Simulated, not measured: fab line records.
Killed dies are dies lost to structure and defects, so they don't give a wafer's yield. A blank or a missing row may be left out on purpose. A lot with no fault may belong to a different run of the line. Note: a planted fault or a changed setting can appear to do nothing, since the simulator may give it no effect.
Matching of chambers / flow sfq_line / 3 sister chambers for SFQ_TRILAYER_I1_DEP_PECVD_045 on pecvd-03
The step deposits SiO2 from SiH4/N2O, time 111.11 s, target thk 500 nm. 6 wafers are shown with their chamber, then 7 later ones without.

WAFERS PAIRED WITH THEIR CHAMBERS
wafer=L305.6; chamber=1; heater_power_w (W)=82; throttle_valve_pct (%)=25.7
wafer=L308.5; chamber=0; heater_power_w (W)=110; throttle_valve_pct (%)=25.5
wafer=L314.4; chamber=1; heater_power_w (W)=85; throttle_valve_pct (%)=25.6
wafer=L314.6; chamber=2; heater_power_w (W)=64; throttle_valve_pct (%)=25.1
wafer=L315.4; chamber=2; heater_power_w (W)=61; throttle_valve_pct (%)=25.0
wafer=L315.5; chamber=0; heater_power_w (W)=95; throttle_valve_pct (%)=25.4

WAFERS MISSING THEIR CHAMBER
wafer=L315.6; heater_power_w (W)=85; throttle_valve_pct (%)=25.7
wafer=L317.1; heater_power_w (W)=77; throttle_valve_pct (%)=25.8
wafer=L317.4; heater_power_w (W)=79; throttle_valve_pct (%)=25.9
wafer=L317.6; heater_power_w (W)=112; throttle_valve_pct (%)=25.4
wafer=L318.1; heater_power_w (W)=63; throttle_valve_pct (%)=25.1
wafer=L318.5; heater_power_w (W)=113; throttle_valve_pct (%)=25.5
wafer=L318.6; heater_power_w (W)=79; throttle_valve_pct (%)=25.9

THE CHAMBER EACH PASSED THROUGH
wafer=L315.6; from the rows above=1; in truth=1
wafer=L317.1; from the rows above=1; in truth=1
wafer=L317.4; from the rows above=1; in truth=1
wafer=L317.6; from the rows above=0; in truth=0
wafer=L318.1; from the rows above=2; in truth=2
wafer=L318.5; from the rows above=0; in truth=0
wafer=L318.6; from the rows above=1; in truth=1
7 of 7 placed correctly. Number that these rows cannot place: 0. Number placed wrongly: 0.
How it was worked out, from the rows above alone: a wafer's distance from a chamber is the root of the sum, over the readings, of the square of ((its reading less the chamber's mean) divided by the reading's scatter). If the next closest chamber is less than 2 further off than the closest, the wafer can't be placed; otherwise it belongs to the closest. A chamber's mean is the mean of its shown wafers. How the scatter is found: for the shown wafers, subtract from each reading the mean of its chamber, square and add these, divide the total by (wafers less chambers), then take the root.
